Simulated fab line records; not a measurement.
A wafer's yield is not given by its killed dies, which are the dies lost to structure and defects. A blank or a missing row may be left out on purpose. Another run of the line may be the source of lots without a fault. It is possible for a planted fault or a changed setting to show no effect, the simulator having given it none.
Which tool was responsible? | flow sky130 | Sampling: 12 lots, 36 wafers, 2 of 708 route steps

WHAT EACH GAUGE READ, for each wafer
SKY_METAL4_OVL_MEAS_14. Usual: METAL4_OVL typically reads 1 nm, with standard deviation 5.
lot  | measured     | on         | METAL4_OVL (nm) | flag
L982 | day 42 09:44 | overlay-02 | 3 8 8           |
L983 | day 42 10:53 | overlay-02 | 9 3 15          |
L984 | day 42 13:35 | overlay-02 | 4 9 0           |
L985 | day 42 15:50 | overlay-01 | 1 5 5           |
L986 | day 43 12:49 | overlay-02 | 10 2 3          |
L988 | day 43 17:03 | overlay-02 | 9 2 5           |
L989 | day 43 23:18 | overlay-01 | 13 11 5         |
L990 | day 44 09:31 | overlay-02 | 1 0 -1          |
L991 | day 44 17:26 | overlay-01 | 2 2 5           |
L992 | day 45 04:28 | overlay-02 | -1 -7 -8        |
L996 | day 45 19:28 | overlay-01 | 4 4 0           |
L104 | day 47 19:35 | overlay-01 | -3 -1 -4        |

TOOL THAT RAN EACH LOT (tool first, then ch and the chambers of the sampled wafers, then the start)
lot  | SKY_VIA3_SPUTTER_20
L982 | pvd sputter-01, day 40 08:22
L983 | pvd sputter-01, day 40 09:59
L984 | pvd sputter-04, day 40 12:25
L985 | pvd sputter-02, day 40 14:08
L986 | pvd sputter-04, day 41 12:32
L988 | pvd sputter-04, day 41 17:31
L989 | pvd sputter-04, day 42 00:49
L990 | pvd sputter-04, day 42 10:17
L991 | pvd sputter-01, day 42 19:12
L992 | pvd sputter-04, day 43 06:25
L996 | pvd sputter-02, day 43 22:35
L104 | pvd sputter-01, day 46 02:26
- SKY_VIA3_SPUTTER_20: material TiN, target thk 20 nm, time 80 s.

WHAT THE TOOLS THEMSELVES READ (means of the sampled wafers that have a number; where no wafer has one, the mark that the record gives instead)
SKY_VIA3_SPUTTER_20. Usual: cathode dc power W 4000.0 W, standard deviation 0.7; throttle valve pct 30.7 %, standard deviation 1.1.
lot  | tool           | cathode dc power W (W) | throttle valve pct (%) | flag
L982 | pvd sputter-01 | 3998.9                 | 31.3                   |
L983 | pvd sputter-01 | 4000.2                 | 31.2                   |
L984 | pvd sputter-04 | 3999.7                 | 31.4                   |
L985 | pvd sputter-02 | 4000.6                 | 28.7                   |
L986 | pvd sputter-04 | 3999.7                 | 30.9                   |
L988 | pvd sputter-04 | 4000.0                 | 30.8                   |
L989 | pvd sputter-04 | 3999.2                 | 30.6                   |
L990 | pvd sputter-04 | 3999.8                 | 30.8                   |
L991 | pvd sputter-01 | 4000.9                 | 30.9                   |
L992 | pvd sputter-04 | 4000.0                 | 31.5                   |
L996 | pvd sputter-02 | 4000.6                 | 29.7                   |
L104 | pvd sputter-01 | 3999.8                 | 30.9                   |

THE ANSWER, worked out from the rows above alone
Rule: a lot counts as off when the mean over its wafers that have a number is more than 3 standard deviations away from the usual mean. A lot without any number at a reading at which 4 lots or more have one is off too. All remaining lots with rows at the step are treated as sound. After the gauges, taken in route order, come the tools' own readings; for these a lot's mean is taken, as printed above. The first step at which some lot is off is used, and at that step the reading that is off furthest; a lot without a number counts as furthest.
Across all readings shown, no lot is off: no conclusion can be drawn from this.

WHAT THE SIMULATOR HAD INSERTED
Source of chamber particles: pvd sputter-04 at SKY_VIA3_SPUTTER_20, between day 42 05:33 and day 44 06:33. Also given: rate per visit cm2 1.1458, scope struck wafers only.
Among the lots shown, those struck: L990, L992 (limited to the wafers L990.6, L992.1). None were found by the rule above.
